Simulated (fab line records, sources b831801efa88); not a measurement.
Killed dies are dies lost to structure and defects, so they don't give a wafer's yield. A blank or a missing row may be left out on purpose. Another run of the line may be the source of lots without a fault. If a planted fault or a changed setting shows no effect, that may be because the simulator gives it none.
Matching of chambers / flow gf180mcu / 4 sister chambers for GF_V3_CMP_04 on cmp-02
The step polishes SiO2. 8 wafers are shown with their chamber, then 8 later ones without.

## WAFERS PAIRED WITH THEIR CHAMBERS
wafer=L398.6; chamber=1; motorCurrentA (A)=12.8; timeToEndpointS (s)=82
wafer=L408.2; chamber=2; motorCurrentA (A)=13.1; timeToEndpointS (s)=71
wafer=L409.2; chamber=1; motorCurrentA (A)=14.1; timeToEndpointS (s)=70
wafer=L409.3; chamber=3; motorCurrentA (A)=13.1; timeToEndpointS (s)=73
wafer=L413.1; chamber=0; motorCurrentA (A)=12.7; timeToEndpointS (s)=74
wafer=L413.3; chamber=2; motorCurrentA (A)=12.6; timeToEndpointS (s)=81
wafer=L413.5; chamber=0; motorCurrentA (A)=12.8; timeToEndpointS (s)=81
wafer=L414.3; chamber=3; motorCurrentA (A)=12.3; timeToEndpointS (s)=76

## WAFERS WITHOUT THEIR CHAMBER
wafer=L414.4; motorCurrentA (A)=13.3; timeToEndpointS (s)=78
wafer=L414.5; motorCurrentA (A)=12.5; timeToEndpointS (s)=87
wafer=L416.2; motorCurrentA (A)=13.2; timeToEndpointS (s)=74
wafer=L416.4; motorCurrentA (A)=12.8; timeToEndpointS (s)=80
wafer=L416.6; motorCurrentA (A)=12.9; timeToEndpointS (s)=81
wafer=L417.2; motorCurrentA (A)=13.0; timeToEndpointS (s)=79
wafer=L417.3; motorCurrentA (A)=12.4; timeToEndpointS (s)=80
wafer=L417.6; motorCurrentA (A)=12.8; timeToEndpointS (s)=89

## CHAMBER TAKEN BY EACH
wafer=L414.4; from the rows above=can't be placed: 1 or 2 or 0 or 3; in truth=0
wafer=L414.5; from the rows above=can't be placed: 0 or 2 or 3 or 1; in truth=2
wafer=L416.2; from the rows above=can't be placed: 1 or 2 or 3 or 0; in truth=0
wafer=L416.4; from the rows above=can't be placed: 0 or 2 or 3 or 1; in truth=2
wafer=L416.6; from the rows above=can't be placed: 0 or 2 or 3 or 1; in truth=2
wafer=L417.2; from the rows above=can't be placed: 0 or 2 or 3 or 1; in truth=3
wafer=L417.3; from the rows above=can't be placed: 0 or 2 or 3 or 1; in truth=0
wafer=L417.6; from the rows above=can't be placed: 0 or 2 or 3 or 1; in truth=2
Correctly placed: 0 of 8. Cannot be placed on the basis of these rows: 8; the candidates contain the true chamber in 8. 0 placed wrongly.
How it was worked out, from the rows above alone: a wafer's distance from a chamber is the root of the sum, over the readings, of the square of ((its reading less the chamber's mean) divided by the reading's scatter). The wafer belongs to the nearest chamber; if the next one is less than 2 further off, it can't be placed. For every chamber, the mean is computed from those of its wafers that are shown. The scatter is the square root of a quotient: the sum, over the shown wafers, of each reading's squared deviation from its chamber's mean, divided by wafers minus chambers.
